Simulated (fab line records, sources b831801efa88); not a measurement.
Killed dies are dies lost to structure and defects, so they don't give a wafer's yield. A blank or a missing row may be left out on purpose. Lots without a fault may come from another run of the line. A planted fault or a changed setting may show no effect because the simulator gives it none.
Which tool did it? | flow sky130 | 24 lots, 72 wafers sampled, at 6 steps of a route of 708

WHAT THE GAUGES READ, wafer by wafer
SKY_VIA2_CD_MEAS_12: target cd 200 nm.
lot  | measured     | on        | cd_nm (nm)
L074 | day 35 13:49 | cd_sem-01 | 199.2 200.9 201.2
L076 | day 36 14:14 | cd_sem-02 | 199.8 199.7 201.7
L075 | day 36 20:41 | cd_sem-02 | 199.9 199.4 198.7
L078 | day 37 03:23 | cd_sem-02 | 199.8 201.1 200.9
L077 | day 37 11:17 | cd_sem-02 | 199.2 200.1 200.3
L079 | day 38 00:37 | cd_sem-01 | 199.0 200.1 198.6
L080 | day 38 01:46 | cd_sem-02 | 197.7 198.9 197.8
L081 | day 38 05:34 | cd_sem-02 | 199.2 199.9 198.4
L082 | day 38 10:14 | cd_sem-02 | 202.0 201.3 200.1
L083 | day 38 17:47 | cd_sem-01 | 199.9 197.4 200.1
L084 | day 39 13:32 | cd_sem-02 | 198.6 199.0 199.1
L085 | day 39 14:15 | cd_sem-02 | 202.0 201.2 202.0
L086 | day 39 14:32 | cd_sem-02 | 200.4 200.7 201.9
L087 | day 39 17:56 | cd_sem-01 | 198.8 198.3 198.6
L088 | day 40 02:59 | cd_sem-02 | 200.7 200.5 201.5
L090 | day 41 07:20 | cd_sem-02 | 200.6 202.1 200.8
L089 | day 41 10:29 | cd_sem-02 | 198.9 198.1 197.3
L091 | day 41 17:54 | cd_sem-02 | 201.6 199.9 200.3
L093 | day 41 22:29 | cd_sem-01 | 199.9 200.1 198.7
L094 | day 41 23:05 | cd_sem-01 | 202.5 202.5 201.8
L092 | day 42 00:38 | cd_sem-01 | 199.3 199.2 199.0
L096 | day 42 12:26 | cd_sem-02 | 198.6 197.6 197.1
L095 | day 42 12:56 | cd_sem-01 | 202.3 202.3 202.6
L097 | day 43 03:07 | cd_sem-02 | 200.0 200.2 199.5

SKY_CAPM_OVL_MEAS_12.
lot  | measured     | on         | CAPM_OVL (nm)
L074 | day 36 16:57 | overlay-02 | -1.7 -2.5 -1.8
L076 | day 37 17:56 | overlay-02 | -0.3 -1.0 -0.3
L075 | day 38 00:57 | overlay-01 | -4.6 -3.8 -3.9
L078 | day 38 08:14 | overlay-01 | 1.0 -1.5 2.3
L077 | day 38 14:47 | overlay-02 | -0.4 -0.6 0.1
L079 | day 39 04:18 | overlay-01 | -1.4 -2.2 -0.7
L080 | day 39 04:53 | overlay-01 | -0.9 -1.2 -0.5
L081 | day 39 08:15 | overlay-01 | -1.1 -1.3 -0.9
L082 | day 39 13:50 | overlay-02 | -1.3 -3.1 -1.6
L083 | day 39 20:18 | overlay-01 | -2.4 -1.4 -2.2
L084 | day 40 15:59 | overlay-02 | -1.8 -0.8 -0.8
L085 | day 40 16:54 | overlay-02 | -0.3 -1.2 -0.3
L086 | day 40 17:14 | overlay-02 | -2.9 -1.5 -1.4
L087 | day 40 19:56 | overlay-01 | -3.9 -2.7 -4.3
L088 | day 41 04:42 | overlay-01 | -1.3 -2.0 -1.7
L090 | day 42 08:20 | overlay-02 | -1.3 -1.6 0.5
L089 | day 42 11:23 | overlay-02 | -4.4 -4.5 -3.3
L091 | day 42 18:58 | overlay-01 | -2.3 -3.7 -3.1
L093 | day 43 00:05 | overlay-01 | -1.7 -2.2 -3.3
L094 | day 43 00:27 | overlay-02 | -0.9 -1.9 -0.6
L092 | day 43 02:26 | overlay-01 | -0.4 0.3 -0.7
L096 | day 43 13:20 | overlay-02 | 0.0 -1.9 -0.5
L095 | day 43 13:38 | overlay-01 | -2.4 -2.5 -3.1
L097 | day 44 03:26 | overlay-02 | -4.2 -4.4 -3.1

SKY_VIA3_CD_MEAS_12: target cd 200 nm.
lot  | measured     | on        | cd_nm (nm)
L074 | day 38 21:55 | cd_sem-01 | 200.2 201.3 200.6
L076 | day 39 22:20 | cd_sem-02 | 201.1 201.9 202.9
L075 | day 40 03:56 | cd_sem-02 | 200.8 203.3 201.0
L078 | day 40 12:08 | cd_sem-02 | 200.5 198.5 200.6
L077 | day 40 18:50 | cd_sem-01 | 200.0 199.7 200.8
L079 | day 41 08:34 | cd_sem-02 | 201.0 201.1 201.5
L080 | day 41 08:02 | cd_sem-01 | 201.3 200.6 200.2
L081 | day 41 11:01 | cd_sem-02 | 197.7 198.7 198.9
L082 | day 41 17:08 | cd_sem-02 | 201.0 199.5 201.3
L083 | day 41 21:59 | cd_sem-02 | 202.0 201.1 200.9
L084 | day 42 17:41 | cd_sem-02 | 199.0 199.1 199.2
L085 | day 42 18:42 | cd_sem-02 | 199.9 200.4 199.8
L086 | day 42 19:17 | cd_sem-01 | 197.9 199.8 198.4
L087 | day 42 20:35 | cd_sem-01 | 199.1 200.4 199.0
L088 | day 43 05:08 | cd_sem-01 | 197.6 198.3 198.7
L090 | day 44 09:05 | cd_sem-01 | 201.4 201.5 201.3
L089 | day 44 12:59 | cd_sem-01 | 198.3 199.0 200.4
L091 | day 44 19:36 | cd_sem-01 | 198.8 199.2 199.6
L093 | day 45 00:29 | cd_sem-01 | 199.8 201.0 200.5
L094 | day 44 23:35 | cd_sem-01 | 200.3 201.0 199.9
L092 | day 45 01:26 | cd_sem-02 | 199.4 201.0 199.7
L096 | day 45 11:38 | cd_sem-02 | 200.9 200.8 201.8
L095 | day 45 11:56 | cd_sem-01 | 199.4 198.3 198.5
L097 | day 45 23:52 | cd_sem-01 | 198.9 198.4 199.0

WHICH TOOL RAN EACH LOT (tool, then ch and the chambers of the sampled wafers, then the start)
lot  | SKY_METAL1_SPUTTER_02        | SKY_VIA2_ETCH_14                   | SKY_CAPM_STRIP_14
L074 | pvd_sputter-03, day 31 02:39 | rie_diel-02 ch 2,3, day 35 13:56   | plasma_asher-02 ch 0,1, day 36 17:04
L076 | pvd_sputter-03, day 32 06:57 | rie_diel-02 ch 0,2, day 36 14:24   | plasma_asher-04 ch 0,1, day 37 18:03
L075 | pvd_sputter-02, day 32 12:58 | rie_diel-04 ch 0,2, day 36 20:48   | plasma_asher-03 ch 0,1, day 38 01:05
L078 | pvd_sputter-01, day 32 20:42 | rie_diel-04 ch 0,1,3, day 37 03:33 | plasma_asher-02 ch 0,1, day 38 08:21
L077 | pvd_sputter-02, day 33 02:20 | rie_diel-04 ch 2,3, day 37 11:26   | plasma_asher-03 ch 1, day 38 14:55
L079 | pvd_sputter-02, day 33 12:45 | rie_diel-02 ch 0,1,3, day 38 00:45 | plasma_asher-02 ch 0,1, day 39 04:25
L080 | pvd_sputter-01, day 33 15:49 | rie_diel-01 ch 0,1,2, day 38 01:55 | plasma_asher-03 ch 0,1, day 39 05:01
L081 | pvd_sputter-02, day 33 20:29 | rie_diel-02 ch 2,3, day 38 05:41   | plasma_asher-02 ch 0,1, day 39 08:22
L082 | pvd_sputter-01, day 34 03:43 | rie_diel-01 ch 1,3, day 38 10:23   | plasma_asher-03 ch 0,1, day 39 13:57
L083 | pvd_sputter-03, day 34 09:30 | rie_diel-04 ch 1,2,3, day 38 17:53 | plasma_asher-02 ch 0,1, day 39 20:26
L084 | pvd_sputter-01, day 35 04:27 | rie_diel-02 ch 1,2, day 39 13:41   | plasma_asher-04 ch 0,1, day 40 16:06
L085 | pvd_sputter-03, day 35 05:49 | rie_diel-01 ch 0,1, day 39 14:20   | plasma_asher-03 ch 0,1, day 40 17:02
L086 | pvd_sputter-02, day 35 05:56 | rie_diel-04 ch 2,3, day 39 14:41   | plasma_asher-04 ch 0,1, day 40 17:21
L087 | pvd_sputter-01, day 35 08:49 | rie_diel-01 ch 0,2,3, day 39 18:05 | plasma_asher-04 ch 0,1, day 40 20:04
L088 | pvd_sputter-02, day 35 18:37 | rie_diel-04 ch 1,2,3, day 40 03:05 | plasma_asher-02 ch 0,1, day 41 04:50
L090 | pvd_sputter-01, day 36 23:56 | rie_diel-04 ch 1,2,3, day 41 07:29 | plasma_asher-02 ch 0,1, day 42 08:28
L089 | pvd_sputter-02, day 37 01:22 | rie_diel-02 ch 0,3, day 41 10:38   | plasma_asher-03 ch 0,1, day 42 11:30
L091 | pvd_sputter-01, day 37 07:40 | rie_diel-02 ch 0,1, day 41 18:00   | plasma_asher-03 ch 0,1, day 42 19:05
L093 | pvd_sputter-02, day 37 16:01 | rie_diel-01 ch 2,3, day 41 22:39   | plasma_asher-04 ch 0,1, day 43 00:17
L094 | pvd_sputter-03, day 37 16:20 | rie_diel-02 ch 0,1,3, day 41 23:11 | plasma_asher-02 ch 0,1, day 43 00:35
L092 | pvd_sputter-03, day 37 18:04 | rie_diel-02 ch 0,2, day 42 00:47   | plasma_asher-02 ch 0,1, day 43 02:38
L096 | pvd_sputter-01, day 38 06:25 | rie_diel-04 ch 0,2,3, day 42 12:36 | plasma_asher-04 ch 0,1, day 43 13:27
L095 | pvd_sputter-03, day 38 08:49 | rie_diel-02 ch 0,1,3, day 42 13:05 | plasma_asher-03 ch 0,1, day 43 13:50
L097 | pvd_sputter-02, day 38 22:16 | rie_diel-04 ch 0,3, day 43 03:14   | plasma_asher-03 ch 0,1, day 44 03:33
- SKY_METAL1_SPUTTER_02: material AlCu, target thk 250 nm, time 13.3 s.
- SKY_VIA2_ETCH_14: etches BARC in N2/H2, stops on SiO2, time 45.9 s, target depth 60 nm.
- SKY_CAPM_STRIP_14: strips in O2/N2.

WHAT THE TOOLS THEMSELVES READ (means of the sampled wafers that have a number; where no wafer has one, the mark that the record gives instead)
SKY_METAL1_SPUTTER_02.
lot  | tool           | throttle_valve_pct (%)
L074 | pvd_sputter-03 | 32.1
L076 | pvd_sputter-03 | 31.3
L075 | pvd_sputter-02 | 29.0
L078 | pvd_sputter-01 | 31.2
L077 | pvd_sputter-02 | 28.5
L079 | pvd_sputter-02 | 29.0
L080 | pvd_sputter-01 | 30.5
L081 | pvd_sputter-02 | 29.1
L082 | pvd_sputter-01 | 31.1
L083 | pvd_sputter-03 | 31.7
L084 | pvd_sputter-01 | 32.0
L085 | pvd_sputter-03 | 31.4
L086 | pvd_sputter-02 | 29.1
L087 | pvd_sputter-01 | 31.3
L088 | pvd_sputter-02 | 28.9
L090 | pvd_sputter-01 | 32.2
L089 | pvd_sputter-02 | 29.6
L091 | pvd_sputter-01 | 31.3
L093 | pvd_sputter-02 | 29.5
L094 | pvd_sputter-03 | 30.3
L092 | pvd_sputter-03 | 31.3
L096 | pvd_sputter-01 | 30.6
L095 | pvd_sputter-03 | 31.8
L097 | pvd_sputter-02 | 29.6

SKY_VIA2_ETCH_14.
lot  | tool        | drypump_motor_current_A (A) | oes_product_au (a.u.) | throttle_valve_pct (%)
L074 | rie_diel-02 | 5.7                         | 0.858                 | 13.226
L076 | rie_diel-02 | 5.9                         | 0.854                 | 13.223
L075 | rie_diel-04 | 5.5                         | 0.857                 | 13.231
L078 | rie_diel-04 | 5.5                         | 0.858                 | 13.232
L077 | rie_diel-04 | 5.3                         | 0.860                 | 13.228
L079 | rie_diel-02 | 5.6                         | 0.852                 | 13.224
L080 | rie_diel-01 | 5.8                         | 0.856                 | 13.219
L081 | rie_diel-02 | 5.7                         | 0.852                 | 13.225
L082 | rie_diel-01 | 6.1                         | 0.856                 | 13.232
L083 | rie_diel-04 | 5.7                         | 0.855                 | 13.220
L084 | rie_diel-02 | 5.5                         | 0.861                 | 13.217
L085 | rie_diel-01 | 5.7                         | 0.851                 | 13.226
L086 | rie_diel-04 | 5.5                         | 0.858                 | 13.216
L087 | rie_diel-01 | 6.2                         | 0.852                 | 13.232
L088 | rie_diel-04 | 5.7                         | 0.853                 | 13.229
L090 | rie_diel-04 | 5.7                         | 0.852                 | 13.234
L089 | rie_diel-02 | 5.8                         | 0.853                 | 13.217
L091 | rie_diel-02 | 5.7                         | 0.849                 | 13.225
L093 | rie_diel-01 | 6.3                         | 0.859                 | 13.225
L094 | rie_diel-02 | 5.6                         | 0.856                 | 13.224
L092 | rie_diel-02 | 6.0                         | 0.854                 | 13.232
L096 | rie_diel-04 | 5.3                         | 0.854                 | 13.225
L095 | rie_diel-02 | 5.6                         | 0.853                 | 13.226
L097 | rie_diel-04 | 5.1                         | 0.859                 | 13.218

SKY_CAPM_STRIP_14.
lot  | tool            | drypump_motor_current_A (A) | oes_product_au (a.u.) | strip_time_to_endpoint_s (s)
L074 | plasma_asher-02 | 5.2                         | 0.711                 | 12.58
L076 | plasma_asher-04 | 5.6                         | 0.711                 | 12.75
L075 | plasma_asher-03 | 5.9                         | 0.713                 | 12.67
L078 | plasma_asher-02 | 5.4                         | 0.712                 | 12.66
L077 | plasma_asher-03 | 5.8                         | 0.716                 | 12.69
L079 | plasma_asher-02 | 5.3                         | 0.709                 | 12.60
L080 | plasma_asher-03 | 5.8                         | 0.707                 | 12.66
L081 | plasma_asher-02 | 5.4                         | 0.707                 | 12.60
L082 | plasma_asher-03 | 5.8                         | 0.710                 | 12.69
L083 | plasma_asher-02 | 5.4                         | 0.708                 | 12.69
L084 | plasma_asher-04 | 6.0                         | 0.708                 | 12.69
L085 | plasma_asher-03 | 5.8                         | 0.711                 | 12.73
L086 | plasma_asher-04 | 5.9                         | 0.712                 | 12.65
L087 | plasma_asher-04 | 5.6                         | 0.714                 | 12.70
L088 | plasma_asher-02 | 5.4                         | 0.712                 | 12.66
L090 | plasma_asher-02 | 5.3                         | 0.709                 | 12.66
L089 | plasma_asher-03 | 5.8                         | 0.710                 | 12.69
L091 | plasma_asher-03 | 5.8                         | 0.708                 | 12.71
L093 | plasma_asher-04 | 5.6                         | 0.713                 | 12.65
L094 | plasma_asher-02 | 5.3                         | 0.708                 | 12.66
L092 | plasma_asher-02 | 5.4                         | 0.705                 | 12.61
L096 | plasma_asher-04 | 5.9                         | 0.710                 | 12.66
L095 | plasma_asher-03 | 5.8                         | 0.704                 | 12.68
L097 | plasma_asher-03 | 5.8                         | 0.712                 | 12.65

THE ANSWER, worked out from the rows above alone
Rule: what is usual is taken from the lots themselves. Put in order of their means at a reading, lots are off if they are a third of the lots or fewer, leave a main group of 4 or more, and stand apart from it by a gap of 3 or more times the standard deviation of the main group's means; of several such gaps the widest counts. A main group whose means are all the same, to the digits that the tables above print for the reading, isn't used. A lot without any number at a reading at which 4 lots or more have one is off too. The other lots that the step has rows for count as sound. The gauges are gone through in route order, then the tools' own readings, and for those a lot's mean is taken as printed above. The first step at which some lot is off is used, and at that step the reading that is off furthest; a lot without a number counts as furthest.
No lot is off at any reading shown: from this, nothing can be told.

WHAT THE SIMULATOR HAD PUT IN
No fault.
